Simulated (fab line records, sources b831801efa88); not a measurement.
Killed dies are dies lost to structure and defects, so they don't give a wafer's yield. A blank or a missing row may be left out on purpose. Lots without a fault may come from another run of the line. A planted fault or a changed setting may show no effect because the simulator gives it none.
fab line records | flow gf180mcu
record lots=24 wafers=72 last_day=34
route steps=602 shown V1@340 V2@384 M4@459 MIM@504 V5@555
lots that met no fault: from a run of the same line without faults
start_h: hours from the record's first day to the start of the lot's first wafer shown | wait_h: hours since the lot's step before | " the same as in the row above | L1.1+2: a row that stands for several wafers | - no value, or no start given | * or withheld: withheld | < > ~ a bound
route shown NAME@n: a module of which the file shows steps, and the number in the route of the first | usual: mean/standard deviation of fault-free wafers | same: alike in all rows | chamber/n: place in a boat | sites: the reading at each site | _std_site: their standard deviation | _edge_site: outer sites' mean less inner sites' | radius_mm: how far each site lies from the wafer's centre | mask NAME#n: copy n | behind: the tool/chamber that last shaped the wafer | hold: why the lot was held/for how many hours/how that ended | device: the transistor (n, p or np) that didn't switch | end of line: the same wafers' tests at the end of the route | a step without rows: its recipe alone | killed: dies lost to structure and defects at the first sort, not the wafer's yield | map: a wafer's dies, x killed, . not, _ none there
set.NAME: the setting as run; set.NAME@STEP: as run at that earlier step | model.NAME: the simulator's own value behind a step, which no gauge read
steps of the route over a sample of lots; a table a step, a row a wafer
services: from which hour (start_h, from the record's first day; less than 0 if before it) a tool's chamber was out of use, for how many hours, and why
## steps
# step GF_V1_BOW_MEAS_05
# recipe mode=bow
# usual V1_BOW=82/6.8
# columns lot.wafer tool chamber start_h wait_h V1_BOW[um]
L074.3 film_metro-04 - 385.85 0.2 87
L074.4 " - " " 94
L074.6 " - " " 87
L075.3 film_metro-02 - 398.27 0.2 88
L075.4 " - " " 86
L075.5 " - " " 96
L076.1 film_metro-02 - 404.94 0.2 86
L076.3 " - " " 89
L076.4 " - " " 90
L077.1 film_metro-04 - 413.67 0.1 77
L077.3 " - " " 75
L077.6 " - " " 82
L078.2 film_metro-01 - 436.41 0.2 76
L078.3 " - " " 80
L078.4 " - " " 71
L079.3 film_metro-02 - 442.42 0.1 87
L079.5 " - " " 84
L079.6 " - " " 87
L080.1 film_metro-04 - 454.70 0.1 80
L080.2 " - " " 85
L080.3 " - " " 89
L081.3 film_metro-02 - 461.50 0.2 77
L081.4 " - " " 73
L081.6 " - " " 83
L082.1 film_metro-02 - 465.11 0.1 74
L082.2 " - " " 79
L082.3 " - " " 79
L083.3 film_metro-01 - 473.04 0.3 74
L083.5 " - " " 80
L083.6 " - " " 83
L084.4 film_metro-01 - 479.54 0.3 88
L084.5 " - " " 79
L084.6 " - " " 83
L085.1 film_metro-04 - 493.66 0.2 81
L085.4 " - " " 82
L085.6 " - " " 76
L086.1 film_metro-02 - 499.45 0.1 75
L086.4 " - " " 76
L086.5 " - " " 89
L087.2 film_metro-02 - 506.09 0.3 87
L087.3 " - " " 79
L087.6 " - " " 86
L088.3 film_metro-02 - 521.82 0.3 87
L088.4 " - " " 77
L088.6 " - " " 77
L089.2 film_metro-04 - 534.10 0.3 80
L089.5 " - " " 87
L089.6 " - " " 92
L090.1 film_metro-01 - 535.12 0.1 83
L090.2 " - " " 71
L090.5 " - " " 79
L091.4 film_metro-02 - 541.05 0.3 73
L091.5 " - " " 72
L091.6 " - " " 71
L092.1 film_metro-02 - 547.94 0.2 73
L092.2 " - " " 72
L092.5 " - " " 72
L093.3 film_metro-01 - 557.03 0.2 87
L093.4 " - " " 91
L093.6 " - " " 80
L094.3 film_metro-02 - 562.61 0.2 90
L094.4 " - " " 80
L094.5 " - " " 86
L095.2 film_metro-04 - 567.68 0.3 82
L095.3 " - " " 76
L095.4 " - " " 75
L096.2 film_metro-02 - 573.02 0.2 87
L096.3 " - " " 70
L096.4 " - " " 92
L097.1 film_metro-04 - 581.20 0.1 82
L097.2 " - " " 79
L097.6 " - " " 84
# step GF_V2_CVD_02
# recipe material=SiO2 target_thk_nm=850 precursor=TEOS temp_c=400 time_s=94.851 rf_w=600
# usual heater_power_w=592/83 susceptor_temp_C=399.98/0.21
# columns lot.wafer tool chamber start_h wait_h heater_power_w susceptor_temp_C
L074.3 pecvd-03 2 435.39 0.0 640 399.93
L074.4 " 0 " " 548 400.24
L074.6 " 2 " " 514 399.84
L075.3 pecvd-03 2 447.59 0.0 613 400.13
L075.4 " 1 " " 472 400.16
L075.5 " 0 " " 543 399.75
L076.1 pecvd-04 1 455.45 0.1 667 399.78
L076.3 " 2 " " 490 399.60
L076.4 " 2 " " 544 400.01
L077.1 pecvd-04 0 465.19 0.1 706 400.09
L077.3 " 2 " " 554 400.02
L077.6 " 2 " " 594 399.82
L078.2 pecvd-04 2 486.39 0.0 587 400.03
L078.3 " 0 " " 596 400.10
L078.4 " 0 " " 650 399.62
L079.3 pecvd-04 1 492.55 0.0 672 399.90
L079.5 " 0 " " 561 399.99
L079.6 " 1 " " 684 400.11
L080.1 pecvd-01 0 505.32 0.1 686 400.14
L080.2 " 1 " " 737 399.87
L080.3 " 2 " " 506 400.14
L081.3 pecvd-03 2 513.17 0.1 596 399.83
L081.4 " 0 " " 555 400.28
L081.6 " 2 " " 636 399.67
L082.1 pecvd-04 0 515.36 0.1 614 400.38
L082.2 " 1 " " 653 400.14
L082.3 " 1 " " 686 399.96
L083.3 pecvd-01 1 523.41 0.0 757 399.86
L083.5 " 0 " " 736 400.10
L083.6 " 1 " " 631 399.82
L084.4 pecvd-01 1 529.62 0.1 699 399.67
L084.5 " 2 " " 523 399.96
L084.6 " 0 " " 681 399.97
L085.1 pecvd-04 1 543.34 0.1 700 399.95
L085.4 " 1 " " 530 399.98
L085.6 " 0 " " 621 400.01
L086.1 pecvd-01 1 549.08 0.1 729 399.68
L086.4 " 0 " " 676 400.14
L086.5 " 2 " " 583 400.09
L087.2 pecvd-01 1 556.01 0.0 786 400.08
L087.3 " 2 " " 567 399.64
L087.6 " 0 " " 580 399.74
L088.3 pecvd-04 0 568.05 0.0 701 400.11
L088.4 " 2 " " 619 400.11
L088.6 " 1 " " 615 400.36
L089.2 pecvd-04 1 581.28 0.0 552 400.38
L089.5 " 2 " " 567 400.22
L089.6 " 0 " " 671 399.81
L090.1 pecvd-01 0 581.75 0.1 611 399.41
L090.2 " 2 " " 578 400.03
L090.5 " 2 " " 452 399.90
L091.4 pecvd-01 0 588.19 0.1 579 399.70
L091.5 " 2 " " 552 399.84
L091.6 " 1 " " 620 400.20
L092.1 pecvd-03 1 594.03 0.1 520 399.96
L092.2 " 2 " " 563 399.74
L092.5 " 1 " " 410 399.57
L093.3 pecvd-03 1 602.83 0.0 434 400.02
L093.4 " 2 " " 515 399.81
L093.6 " 0 " " 563 400.29
L094.3 pecvd-04 2 607.14 0.0 585 399.93
L094.4 " 1 " " 657 400.04
L094.5 " 0 " " 551 399.68
L095.2 pecvd-04 1 613.38 0.0 673 399.87
L095.3 " 0 " " 636 400.08
L095.4 " 1 " " 523 400.01
L096.2 pecvd-03 2 618.24 0.0 623 400.26
L096.3 " 2 " " 505 400.14
L096.4 " 1 " " 422 399.70
L097.1 pecvd-03 2 625.55 0.1 592 400.07
L097.2 " 1 " " 455 399.68
L097.6 " 2 " " 504 399.74
# step GF_V2_ETCH_16
# recipe chemistry=N2/H2 target_depth_a=withheld overetch_a=withheld time_s=withheld target=BARC ion_energy_ev=200 source_w=500 bias_w=100 pressure_mtorr=30 n2_flow_sccm=100 h2_flow_sccm=200
# usual drypump_motor_current_A=5.9/0.43 oes_product_au=0.855/0.0046 throttle_valve_pct=13.225/0.0092
# columns lot.wafer tool chamber start_h wait_h drypump_motor_current_A oes_product_au throttle_valve_pct
L074.3 rie_diel-02 2 459.76 0.0 6.3 0.862 13.229
L074.4 " 3 " " 5.9 0.854 13.212
L074.6 " 0 " " 5.6 0.860 13.225
L075.3 rie_diel-03 2 471.99 0.0 5.7 0.850 13.239
L075.4 " 0 " " 6.0 0.850 13.244
L075.5 " 2 " " 5.6 0.855 13.224
L076.1 rie_diel-02 2 480.66 0.0 6.3 0.851 13.230
L076.3 " 0 " " 5.6 0.862 13.223
L076.4 " 3 " " 5.9 0.852 13.227
L077.1 rie_diel-03 1 489.74 0.0 5.4 0.851 13.208
L077.3 " 2 " " 5.7 0.853 13.213
L077.6 " 2 " " 5.7 0.858 13.226
L078.2 rie_diel-03 0 510.83 0.0 6.0 0.856 13.209
L078.3 " 1 " " 5.4 0.855 13.219
L078.4 " 2 " " 5.6 0.845 13.222
L079.3 rie_diel-02 3 516.40 0.0 5.9 0.856 13.235
L079.5 " 0 " " 5.6 0.858 13.224
L079.6 " 2 " " 6.3 0.861 13.237
L080.1 rie_diel-03 0 529.13 0.0 6.0 0.853 13.205
L080.2 " 1 " " 5.4 0.861 13.219
L080.3 " 2 " " 5.6 0.857 13.239
L081.3 rie_diel-04 2 537.46 0.0 5.5 0.855 13.230
L081.4 " 1 " " 4.8 0.854 13.230
L081.6 " 1 " " 4.8 0.857 13.216
L082.1 rie_diel-04 3 539.01 0.0 5.8 0.856 13.221
L082.2 " 2 " " 5.5 0.853 13.220
L082.3 " 1 " " 4.8 0.850 13.209
L083.3 rie_diel-04 3 546.73 0.0 5.8 0.857 13.221
L083.5 " 0 " " 5.7 0.855 13.227
L083.6 " 3 " " 5.8 0.851 13.234
L084.4 rie_diel-02 3 554.38 0.0 5.9 0.860 13.218
L084.5 " 1 " " 6.6 0.850 13.223
L084.6 " 2 " " 6.3 0.850 13.230
L085.1 rie_diel-03 2 565.86 0.0 5.7 0.858 13.235
L085.4 " 0 " " 6.1 0.851 13.229
L085.6 " 2 " " 5.7 0.857 13.227
L086.1 rie_diel-04 3 572.48 0.0 5.8 0.850 13.220
L086.4 " 1 " " 4.8 0.855 13.223
L086.5 " 2 " " 5.5 0.851 13.223
L087.2 rie_diel-02 3 578.28 0.0 5.9 0.852 13.226
L087.3 " 0 " " 5.6 0.870 13.220
L087.6 " 0 " " 5.6 0.862 13.226
L088.3 rie_diel-02 3 590.01 0.0 5.9 0.850 13.225
L088.4 " 2 " " 6.3 0.853 13.222
L088.6 " 3 " " 5.9 0.851 13.212
L089.2 rie_diel-02 2 603.64 0.0 6.3 0.848 13.231
L089.5 " 3 " " 5.9 0.856 13.249
L089.6 " 0 " " 5.6 0.857 13.233
L090.1 rie_diel-03 2 603.99 0.0 5.7 0.854 13.234
L090.2 " 3 " " 5.3 0.853 13.217
L090.5 " 3 " " 5.3 0.852 13.227
L091.4 rie_diel-02 3 609.71 0.0 5.9 0.854 13.238
L091.5 " 3 " " 5.9 0.851 13.240
L091.6 " 0 " " 5.6 0.852 13.236
L092.1 rie_diel-02 3 615.63 0.0 5.9 0.854 13.225
L092.2 " 1 " " 6.6 0.864 13.214
L092.5 " 1 " " 6.6 0.852 13.235
L093.3 rie_diel-02 2 624.31 0.0 6.3 0.855 13.217
L093.4 " 0 " " 5.6 0.851 13.202
L093.6 " 0 " " 5.6 0.856 13.233
L094.3 rie_diel-03 3 628.16 0.0 5.3 0.852 13.225
L094.4 " 2 " " 5.7 0.850 13.217
L094.5 " 0 " " 6.1 0.844 13.215
L095.2 rie_diel-02 1 634.51 0.0 6.6 0.855 13.218
L095.3 " 2 " " 6.3 0.846 13.222
L095.4 " 0 " " 5.6 0.856 13.219
L096.2 rie_diel-02 0 639.27 0.0 5.6 0.858 13.220
L096.3 " 1 " " 6.6 0.854 13.221
L096.4 " 2 " " 6.3 0.853 13.228
L097.1 rie_diel-02 2 646.06 0.0 6.3 0.863 13.228
L097.2 " 3 " " 5.9 0.863 13.218
L097.6 " 3 " " 5.9 0.852 13.225
# step GF_M4_SPUTTER_03
# recipe material=Ti target_thk_nm=10 substrate_temp_c=300 chamber_pressure_pa=0.3 power_w=3000 time_s=6.7
# usual throttle_valve_pct=29.9/0.83
# columns lot.wafer tool chamber start_h wait_h throttle_valve_pct
L074.3 pvd_sputter-03 - 511.45 0.0 30.6
L074.4 " - " " 29.5
L074.6 " - " " 29.0
L075.3 pvd_sputter-02 - 524.50 0.0 29.4
L075.4 " - " " 29.5
L075.5 " - " " 29.0
L076.1 pvd_sputter-04 - 532.82 0.0 31.6
L076.3 " - " " 30.7
L076.4 " - " " 29.5
L077.1 pvd_sputter-04 - 541.38 0.0 29.6
L077.3 " - " " 30.7
L077.6 " - " " 31.9
L078.2 pvd_sputter-02 - 561.25 0.0 30.6
L078.3 " - " " 28.8
L078.4 " - " " 29.1
L079.3 pvd_sputter-03 - 566.69 0.0 30.4
L079.5 " - " " 28.8
L079.6 " - " " 30.9
L080.1 pvd_sputter-02 - 582.36 0.0 29.6
L080.2 " - " " 28.9
L080.3 " - " " 29.6
L081.3 pvd_sputter-03 - 586.10 0.0 28.8
L081.4 " - " " 29.6
L081.6 " - " " 30.9
L082.1 pvd_sputter-02 - 588.26 0.0 29.6
L082.2 " - " " 28.9
L082.3 " - " " 31.0
L083.3 pvd_sputter-03 - 595.31 0.0 30.8
L083.5 " - " " 29.8
L083.6 " - " " 30.8
L084.4 pvd_sputter-04 - 601.07 0.0 29.7
L084.5 " - " " 29.5
L084.6 " - " " 30.4
L085.1 pvd_sputter-02 - 613.91 0.0 29.5
L085.4 " - " " 28.9
L085.6 " - " " 29.7
L086.1 pvd_sputter-02 - 619.73 0.0 29.9
L086.4 " - " " 30.7
L086.5 " - " " 29.0
L087.2 pvd_sputter-04 - 624.02 0.0 30.7
L087.3 " - " " 29.5
L087.6 " - " " 29.9
L088.3 pvd_sputter-02 - 636.71 0.0 30.6
L088.4 " - " " 29.4
L088.6 " - " " 31.0
L089.2 pvd_sputter-03 - 648.95 0.0 30.7
L089.5 " - " " 28.5
L089.6 " - " " 30.9
L090.1 pvd_sputter-02 - 649.55 0.0 29.6
L090.2 " - " " 28.9
L090.5 " - " " 28.8
L091.4 pvd_sputter-04 - 654.50 0.0 29.6
L091.5 " - " " 29.5
L091.6 " - " " 30.6
L092.1 pvd_sputter-03 - 660.70 0.0 30.4
L092.2 " - " " 30.8
L092.5 " - " " 30.4
L093.3 pvd_sputter-03 - 668.32 0.0 28.6
L093.4 " - " " 29.6
L093.6 " - " " 30.9
L094.3 pvd_sputter-03 - 672.52 0.0 31.0
L094.4 " - " " 30.8
L094.5 " - " " 29.1
L095.2 pvd_sputter-02 - 678.28 0.0 30.9
L095.3 " - " " 29.6
L095.4 " - " " 28.9
L096.2 pvd_sputter-02 - 682.97 0.0 29.5
L096.3 " - " " 29.6
L096.4 " - " " 30.8
L097.1 pvd_sputter-03 - 688.52 0.0 29.4
L097.2 " - " " 28.8
L097.6 " - " " 29.3
# step GF_MIM_SPUTTER_01
# recipe material=TiN target_thk_nm=30 power_w=6500 time_s=25 chamber_pressure_pa=0.4
# usual throttle_valve_pct=30.1/0.78
# columns lot.wafer tool chamber start_h wait_h throttle_valve_pct
L074.3 pvd_sputter-03 - 559.95 0.1 29.5
L074.4 " - " " 30.7
L074.6 " - " " 28.9
L075.3 pvd_sputter-03 - 573.47 0.1 30.7
L075.4 " - " " 30.7
L075.5 " - " " 28.8
L076.1 pvd_sputter-01 - 579.89 0.1 30.5
L076.3 " - " " 30.9
L076.4 " - " " 29.1
L077.1 pvd_sputter-01 - 588.63 0.1 30.5
L077.3 " - " " 30.6
L077.6 " - " " 30.5
L078.2 pvd_sputter-03 - 606.84 0.1 30.9
L078.3 " - " " 29.6
L078.4 " - " " 28.8
L079.3 pvd_sputter-01 - 612.37 0.1 29.1
L079.5 " - " " 29.3
L079.6 " - " " 30.9
L080.1 pvd_sputter-03 - 628.02 0.1 30.4
L080.2 " - " " 30.9
L080.3 " - " " 29.6
L081.3 pvd_sputter-02 - 630.71 0.1 30.7
L081.4 " - " " 29.0
L081.6 " - " " 29.5
L082.1 pvd_sputter-02 - 633.27 0.1 29.4
L082.2 " - " " 29.3
L082.3 " - " " 29.8
L083.3 pvd_sputter-03 - 640.13 0.1 30.8
L083.5 " - " " 29.5
L083.6 " - " " 30.6
L084.4 pvd_sputter-01 - 644.94 0.1 29.4
L084.5 " - " " 30.5
L084.6 " - " " 30.6
L085.1 pvd_sputter-01 - 657.52 0.1 29.3
L085.4 " - " " 30.4
L085.6 " - " " 31.0
L086.1 pvd_sputter-02 - 662.32 0.1 29.7
L086.4 " - " " 30.9
L086.5 " - " " 29.8
L087.2 pvd_sputter-02 - 666.47 0.1 29.7
L087.3 " - " " 30.8
L087.6 " - " " 29.8
L088.3 pvd_sputter-03 - 678.58 0.1 30.7
L088.4 " - " " 29.6
L088.6 " - " " 30.7
L089.2 pvd_sputter-02 - 689.43 0.1 29.1
L089.5 " - " " 28.9
L089.6 " - " " 31.0
L090.1 pvd_sputter-01 - 690.98 0.1 31.2
L090.2 " - " " 30.7
L090.5 " - " " 30.8
L091.4 pvd_sputter-02 - 695.35 0.0 29.4
L091.5 " - " " 29.6
L091.6 " - " " 30.5
L092.1 pvd_sputter-01 - 702.07 0.1 29.0
L092.2 " - " " 30.5
L092.5 " - " " 30.9
L093.3 pvd_sputter-01 - 707.97 0.1 30.8
L093.4 " - " " 30.9
L093.6 " - " " 30.4
L094.3 pvd_sputter-03 - 712.73 0.1 29.5
L094.4 " - " " 28.8
L094.5 " - " " 30.7
L095.2 pvd_sputter-01 - 719.12 0.1 29.3
L095.3 " - " " 30.8
L095.4 " - " " 30.7
L096.2 pvd_sputter-01 - 722.64 0.1 30.5
L096.3 " - " " 29.4
L096.4 " - " " 31.0
L097.1 pvd_sputter-01 - 729.41 0.1 30.4
L097.2 " - " " 30.9
L097.6 " - " " 30.4
# step GF_V5_OVL_MEAS_15
# usual V5_OVL=-1/5.8
# columns lot.wafer tool chamber start_h wait_h V5_OVL[nm]
L074.3 overlay-02 - 626.09 0.1 5
L074.4 " - " " 1
L074.6 " - " " 2
L075.3 overlay-02 - 638.03 0.1 -5
L075.4 " - " " -9
L075.5 " - " " -9
L076.1 overlay-02 - 643.07 0.1 2
L076.3 " - " " 7
L076.4 " - " " -1
L077.1 overlay-02 - 652.02 0.1 2
L077.3 " - " " -2
L077.6 " - " " 3
L078.2 overlay-01 - 668.48 0.1 2
L078.3 " - " " -1
L078.4 " - " " 2
L079.3 overlay-02 - 675.29 0.1 7
L079.5 " - " " 5
L079.6 " - " " 5
L080.1 overlay-01 - 688.72 0.1 -3
L080.2 " - " " 5
L080.3 " - " " 1
L081.3 overlay-01 - 690.93 0.1 -8
L081.4 " - " " -8
L081.6 " - " " -6
L082.1 overlay-02 - 693.38 0.1 -2
L082.2 " - " " -3
L082.3 " - " " 0
L083.3 overlay-01 - 700.03 0.1 15
L083.5 " - " " 12
L083.6 " - " " 9
L084.4 overlay-01 - 704.79 0.1 6
L084.5 " - " " 5
L084.6 " - " " -1
L085.1 overlay-01 - 715.27 0.1 6
L085.4 " - " " -2
L085.6 " - " " 3
L086.1 overlay-02 - 720.77 0.1 -2
L086.4 " - " " -6
L086.5 " - " " -4
L087.2 overlay-01 - 724.53 0.1 1
L087.3 " - " " -1
L087.6 " - " " -4
L088.3 overlay-02 - 736.69 0.1 -4
L088.4 " - " " -7
L088.6 " - " " -9
L089.2 overlay-01 - 744.73 0.1 -12
L089.5 " - " " -7
L089.6 " - " " -9
L090.1 overlay-01 - 746.32 0.1 9
L090.2 " - " " 5
L090.5 " - " " 5
L091.4 overlay-01 - 750.59 0.1 -8
L091.5 " - " " -4
L091.6 " - " " -2
L092.1 overlay-01 - 755.52 0.1 2
L092.2 " - " " -2
L092.5 " - " " -2
L093.3 overlay-02 - 764.18 0.1 11
L093.4 " - " " 4
L093.6 " - " " 4
L094.3 overlay-01 - 766.88 0.1 -4
L094.4 " - " " -4
L094.5 " - " " -10
L095.2 overlay-02 - 771.08 0.1 2
L095.3 " - " " 3
L095.4 " - " " -2
L096.2 overlay-01 - 775.98 0.1 -1
L096.3 " - " " -1
L096.4 " - " " 0
L097.1 overlay-01 - 779.52 0.1 -4
L097.2 " - " " -9
L097.6 " - " " -9
## services
# columns tool chamber start_h hours kind
rie_diel-03 0 421.29 8.3 repair
pecvd-04 - 426.45 28.1 pm
pvd_sputter-03 - 426.83 0.5 repair
rie_diel-03 3 429.80 70.1 repair
pecvd-01 2 450.02 5.4 repair
rie_diel-03 2 455.40 10.7 repair
rie_diel-03 1 465.68 6.6 repair
pvd_sputter-02 - 497.27 4.7 repair
pecvd-03 1 497.47 38.9 repair
pecvd-04 2 513.98 24.3 repair
pecvd-04 - 519.27 14.6 pm
pvd_sputter-03 - 524.32 4.7 repair
rie_diel-03 3 528.27 15.3 repair
rie_diel-03 - 531.05 2.8 pm
pvd_sputter-01 - 533.30 1.1 repair
pecvd-01 - 538.72 0.8 repair
rie_diel-03 2 541.76 1.9 repair
rie_diel-03 1 558.18 121.3 repair
pecvd-04 - 591.12 14.0 pm
pecvd-01 2 598.18 3.7 repair
pecvd-01 - 608.21 0.4 repair
pvd_sputter-02 - 617.38 1.4 repair
pecvd-04 - 673.50 2.9 repair
rie_diel-02 0 700.39 7.4 repair
## key
fault none
